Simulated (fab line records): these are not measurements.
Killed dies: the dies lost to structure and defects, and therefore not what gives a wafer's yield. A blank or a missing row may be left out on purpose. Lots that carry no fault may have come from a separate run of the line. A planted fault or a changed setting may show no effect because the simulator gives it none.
fab line records | flow gf180mcu | part 2 of 2: steps 29 to 37 of 37
record lots=5 | wafers=15 | last_day=33
route steps=602 shown M4@459 V4@476
lots that met no fault: taken from a fault-free run of the same line
start_h: hours from the record's opening day to when the first of the lot's shown wafers began | wait_h: hours from the lot's prior step to this one | " unchanged from the row above | L1.1+2: a single row standing in for several wafers | - no value, or no start given | * or withheld: withheld | < > ~ a bound
route shown NAME@n: a module of which the file shows steps, and the number in the route of the first | usual: average and standard deviation across the fault-free wafers | same: alike in all rows | chamber/n: place in a boat | sites: each site's reading | _std_site: their standard deviation | _edge_site: inner sites' mean taken away from outer sites' mean | radius_mm: for every site, how far away it sits from the centre of the wafer | mask NAME#n: copy n | behind: the last tool/chamber to shape the wafer | hold: why the lot was held/for how many hours/how that ended | device: the transistor (n, p or np) that didn't switch | end of line: the same wafers' tests at the end of the route | where a step has no rows: the recipe by itself | killed: not the wafer's yield, but the dies lost to structure and defects at the first sort | map: dies across one wafer; x = killed, . = not, _ = none there
set.NAME: setting as actually run; set.NAME@STEP: the setting as run at that earlier step | model.NAME: the simulator's own value behind a step, which no gauge read
a table for each step, a row for each wafer; lots at some steps of the route
services: from which hour (start_h, from the record's first day; less than 0 if before it) a tool's chamber was out of use, for how many hours, and why
## steps
# step GF_V4_EXPOSE_11
# recipe mask_id=Via4 | target_cd_nm=260 | na=0.68 | source_shape=conventional | sigma_outer=0.6 | dose_mj=38
lot.wafer  | tool           | chamber | start_h | wait_h | mask
L078.1+2+4 | krf_scanner-01 | 0       | -       | -      | Via4#0
L080.1+3+5 | krf_scanner-02 | 0       | -       | -      | Via4#0
L085.1+5+6 | krf_scanner-02 | 0       | -       | -      | Via4#0
L086.1+3+6 | krf_scanner-01 | 0       | -       | -      | Via4#0
L092.1+2+6 | krf_scanner-02 | 0       | -       | -      | Via4#0
# step GF_V4_PEB_12
# recipe peb_temp_c=135 | peb_time_s=90 | resist=KrF
# usual heater_power_total_W=85.69/0.085
# same peb_time_s=90
lot.wafer | tool           | chamber | start_h | wait_h | heater_power_total_W
L078.1    | litho_track-02 | 0       | -       | -      | 85.64
L078.2    | "              | 0       | "       | "      | 85.66
L078.4    | "              | 0       | "       | "      | 85.64
L080.1    | litho_track-02 | 0       | -       | -      | 85.93
L080.3    | "              | 0       | "       | "      | 85.76
L080.5    | "              | 0       | "       | "      | 85.66
L085.1    | litho_track-04 | 0       | -       | -      | 85.70
L085.5    | "              | 0       | "       | "      | 85.76
L085.6    | "              | 0       | "       | "      | 85.66
L086.1    | litho_track-02 | 0       | -       | -      | 85.55
L086.3    | "              | 0       | "       | "      | 85.63
L086.6    | "              | 0       | "       | "      | 85.60
L092.1    | litho_track-02 | 0       | -       | -      | 85.79
L092.2    | "              | 0       | "       | "      | 85.74
L092.6    | "              | 0       | "       | "      | 85.65
# step GF_V4_DEVELOP_13
# recipe develop_time_s=60 | resist=KrF | dev_temp_c=21
lot.wafer  | tool           | chamber | start_h | wait_h
L078.1+2+4 | litho_track-02 | 0       | 590.77  | 0.2
L080.1+3+5 | litho_track-02 | 0       | 606.82  | 0.2
L085.1+5+6 | litho_track-04 | 0       | 655.68  | 0.2
L086.1+3+6 | litho_track-02 | 0       | 661.47  | 0.2
L092.1+2+6 | litho_track-02 | 0       | 694.07  | 0.2
# step GF_V4_CD_MEAS_14
# recipe target_cd_nm=260
# usual cd_nm=260.5/0.94
lot.wafer | tool      | chamber | start_h | wait_h | cd_nm
L078.1    | cd_sem-01 | -       | 590.92  | 0.1    | 259.1
L078.2    | "         | -       | "       | "      | 260.5
L078.4    | "         | -       | "       | "      | 261.0
L080.1    | cd_sem-01 | -       | 606.97  | 0.1    | 261.2
L080.3    | "         | -       | "       | "      | 260.1
L080.5    | "         | -       | "       | "      | 260.8
L085.1    | cd_sem-02 | -       | 655.83  | 0.1    | 260.2
L085.5    | "         | -       | "       | "      | 260.4
L085.6    | "         | -       | "       | "      | 261.4
L086.1    | cd_sem-01 | -       | 661.62  | 0.1    | 261.4
L086.3    | "         | -       | "       | "      | 260.7
L086.6    | "         | -       | "       | "      | 260.6
L092.1    | cd_sem-01 | -       | 694.22  | 0.1    | 259.6
L092.2    | "         | -       | "       | "      | 258.6
L092.6    | "         | -       | "       | "      | 258.3
# step GF_V4_OVL_MEAS_15
# usual V4_OVL=4/4.8
lot.wafer | tool       | chamber | start_h | wait_h | V4_OVL[nm]
L078.1    | overlay-02 | -       | 591.04  | 0.1    | 1
L078.2    | "          | -       | "       | "      | -4
L078.4    | "          | -       | "       | "      | -1
L080.1    | overlay-02 | -       | 607.09  | 0.1    | -4
L080.3    | "          | -       | "       | "      | 2
L080.5    | "          | -       | "       | "      | -3
L085.1    | overlay-02 | -       | 655.95  | 0.1    | 4
L085.5    | "          | -       | "       | "      | -1
L085.6    | "          | -       | "       | "      | 4
L086.1    | overlay-02 | -       | 661.74  | 0.1    | 4
L086.3    | "          | -       | "       | "      | 1
L086.6    | "          | -       | "       | "      | 3
L092.1    | overlay-02 | -       | 694.34  | 0.1    | 5
L092.2    | "          | -       | "       | "      | 5
L092.6    | "          | -       | "       | "      | 10
# step GF_V4_ETCH_16
# recipe chemistry=N2/H2 | target_depth_a=withheld | overetch_a=withheld | time_s=withheld | target=BARC | ion_energy_ev=200 | source_w=500 | bias_w=100 | pressure_mtorr=30.85 | n2_flow_sccm=100 | h2_flow_sccm=200
# usual drypump_motor_current_A=5.8/0.48 | oes_product_au=0.854/0.0051 | rf_fwd_power_W=495.7/2.5 | throttle_valve_pct=13.013/0.0091
lot.wafer | tool        | chamber | start_h | wait_h | drypump_motor_current_A | oes_product_au | rf_fwd_power_W | throttle_valve_pct
L078.1    | rie_diel-04 | 0       | 591.08  | 0.0    | 5.3                     | 0.850          | 492.6          | 13.028
L078.2    | "           | 1       | "       | "      | 5.6                     | 0.861          | 497.8          | 13.022
L078.4    | "           | 2       | "       | "      | 5.8                     | 0.857          | 497.5          | 12.999
L080.1    | rie_diel-04 | 1       | 607.13  | 0.0    | 5.6                     | 0.855          | 496.0          | 13.017
L080.3    | "           | 0       | "       | "      | 5.3                     | 0.845          | 494.4          | 13.011
L080.5    | "           | 3       | "       | "      | 5.7                     | 0.855          | 495.9          | 13.025
L085.1    | rie_diel-01 | 1       | 655.99  | 0.0    | 5.4                     | 0.845          | 493.6          | 13.000
L085.5    | "           | 0       | "       | "      | 5.4                     | 0.846          | 494.8          | 13.016
L085.6    | "           | 3       | "       | "      | 6.5                     | 0.864          | 495.7          | 13.000
L086.1    | rie_diel-04 | 2       | 661.78  | 0.0    | 5.7                     | 0.860          | 494.8          | 13.006
L086.3    | "           | 3       | "       | "      | 5.6                     | 0.856          | 497.4          | 12.997
L086.6    | "           | 2       | "       | "      | 5.7                     | 0.840          | 495.4          | 13.028
L092.1    | rie_diel-01 | 3       | 694.38  | 0.0    | 6.5                     | 0.853          | 498.9          | 13.030
L092.2    | "           | 0       | "       | "      | 5.5                     | 0.851          | 494.6          | 13.009
L092.6    | "           | 1       | "       | "      | 5.4                     | 0.851          | 493.9          | 13.017
# step GF_V4_ETCH_17
# recipe chemistry=C4F8/O2/Ar | mask_material=KrF | target=SiO2 | stop_on=TiN | source_w=1500 | bias_w=1200 | pressure_mtorr=40 | c4f8_flow_sccm=withheld | O2_flow_sccm=6 | Ar_flow_sccm=300 | time_s=withheld | target_depth_a=6300
# usual oes_product_au=0.856/0.0045 | rf_fwd_power_W=1493/5.6
lot.wafer | tool        | chamber | start_h | wait_h | oes_product_au | rf_fwd_power_W
L078.1    | rie_diel-04 | 0       | -       | -      | 0.852          | 1507
L078.2    | "           | 1       | "       | "      | 0.857          | 1496
L078.4    | "           | 2       | "       | "      | 0.860          | 1499
L080.1    | rie_diel-04 | 1       | -       | -      | 0.860          | 1492
L080.3    | "           | 0       | "       | "      | 0.859          | 1501
L080.5    | "           | 3       | "       | "      | 0.850          | 1498
L085.1    | rie_diel-01 | 1       | -       | -      | 0.857          | 1488
L085.5    | "           | 0       | "       | "      | 0.862          | 1494
L085.6    | "           | 3       | "       | "      | 0.857          | 1494
L086.1    | rie_diel-04 | 2       | -       | -      | 0.857          | 1493
L086.3    | "           | 3       | "       | "      | 0.860          | 1508
L086.6    | "           | 2       | "       | "      | 0.853          | 1497
L092.1    | rie_diel-01 | 3       | -       | -      | 0.855          | 1493
L092.2    | "           | 0       | "       | "      | 0.846          | 1496
L092.6    | "           | 1       | "       | "      | 0.856          | 1486
# step GF_V4_STRIP_18
# recipe chemistry=O2/N2 | power_w=1400 | pressure_mtorr=1500 | platen_temp_c=250 | o2_flow_sccm=3000 | n2_flow_sccm=300 | overash_fraction=0.5
# usual drypump_motor_current_A=5.7/0.37 | heater_power_w=330/22 | oes_product_au=0.592/0.0049
lot.wafer | tool            | chamber | start_h | wait_h | drypump_motor_current_A | heater_power_w | oes_product_au | rf_hours_counter_h
L078.1    | plasma_asher-02 | 1       | 591.21  | -      | 5.7                     | 365            | 0.594          | 49
L078.2    | "               | 0       | "       | "      | 5.4                     | 344            | 0.601          | 49
L078.4    | "               | 0       | "       | "      | 5.4                     | 329            | 0.593          | -
L080.1    | plasma_asher-03 | 0       | 607.26  | -      | 5.5                     | 276            | 0.586          | 21
L080.3    | "               | 0       | "       | "      | 5.6                     | 278            | 0.598          | -
L080.5    | "               | 0       | "       | "      | 5.5                     | 280            | 0.594          | -
L085.1    | plasma_asher-02 | 1       | 656.12  | -      | 5.7                     | 349            | 0.592          | 56
L085.5    | "               | 1       | "       | "      | 5.7                     | 360            | 0.603          | -
L085.6    | "               | 0       | "       | "      | 5.4                     | 336            | 0.591          | -
L086.1    | plasma_asher-03 | 1       | 661.91  | -      | 6.4                     | 332            | 0.596          | 27
L086.3    | "               | 1       | "       | "      | 6.4                     | 322            | 0.593          | -
L086.6    | "               | 0       | "       | "      | 5.5                     | 278            | 0.583          | -
L092.1    | plasma_asher-04 | 0       | 694.51  | -      | 5.3                     | 309            | 0.591          | 100
L092.2    | "               | 1       | "       | "      | 6.1                     | 337            | 0.597          | 100
L092.6    | "               | 0       | "       | "      | 5.3                     | 321            | 0.592          | -
# step GF_V4_STRIP_19
# recipe chemistry=post_etch_residue_remover | time_s=1200 | temp_c=72.5
# usual temp_c=72.48/0.13
lot.wafer | tool         | chamber | start_h | wait_h | temp_c
L078.1    | wet_bench-02 | 0       | 591.31  | 0.1    | 72.44
L078.2    | "            | 0       | "       | "      | 72.52
L078.4    | "            | 0       | "       | "      | 72.62
L080.1    | wet_bench-02 | 0       | 607.36  | 0.1    | 72.57
L080.3    | "            | 0       | "       | "      | 72.50
L080.5    | "            | 0       | "       | "      | 72.51
L085.1    | wet_bench-03 | 1       | 656.22  | 0.1    | 72.26
L085.5    | "            | 1       | "       | "      | 72.10
L085.6    | "            | 1       | "       | "      | 72.21
L086.1    | wet_bench-03 | 0       | 662.01  | 0.1    | 72.37
L086.3    | "            | 0       | "       | "      | 72.52
L086.6    | "            | 0       | "       | "      | 72.39
L092.1    | wet_bench-04 | 3       | 694.61  | 0.1    | 72.48
L092.2    | "            | 3       | "       | "      | 72.44
L092.6    | "            | 3       | "       | "      | 72.48
## services
tool           | chamber | start_h | hours | kind
krf_scanner-02 | -       | 526.01  | 0.8   | pm
hdpcvd-01      | -       | 539.25  | 15.0  | pm
rie_diel-04    | 2       | 547.03  | 13.3  | repair
rie_diel-04    | 1       | 547.68  | 4.3   | repair
cmp-02         | -       | 557.35  | 7.1   | pm
rie_diel-01    | -       | 562.96  | 0.7   | repair
wet_bench-03   | -       | 564.67  | 1.9   | pm
krf_scanner-01 | -       | 579.26  | 1.0   | pm
krf_scanner-01 | -       | 584.36  | 0.5   | repair
pecvd-02       | -       | 591.12  | 14.0  | pm
pecvd-02       | -       | 605.12  | 28.1  | pm
cmp-02         | -       | 610.64  | 2.9   | repair
cmp-02         | -       | 617.11  | 1.2   | repair
cmp-02         | -       | 625.94  | 2.0   | repair
wet_bench-02   | -       | 638.09  | 8.6   | repair
wet_bench-02   | -       | 646.67  | 1.9   | pm
krf_scanner-01 | -       | 655.90  | 1.3   | pm
krf_scanner-01 | -       | 659.89  | 0.8   | pm
rie_diel-04    | 3       | 662.23  | 1.9   | repair
rie_diel-04    | 2       | 666.92  | 4.8   | repair
rie_diel-04    | 1       | 670.45  | 1.8   | repair
pvd_sputter-02 | -       | 689.71  | 9.4   | repair
cmp-02         | -       | 690.08  | 2.1   | repair
rie_diel-01    | 0       | 694.54  | 1.7   | repair
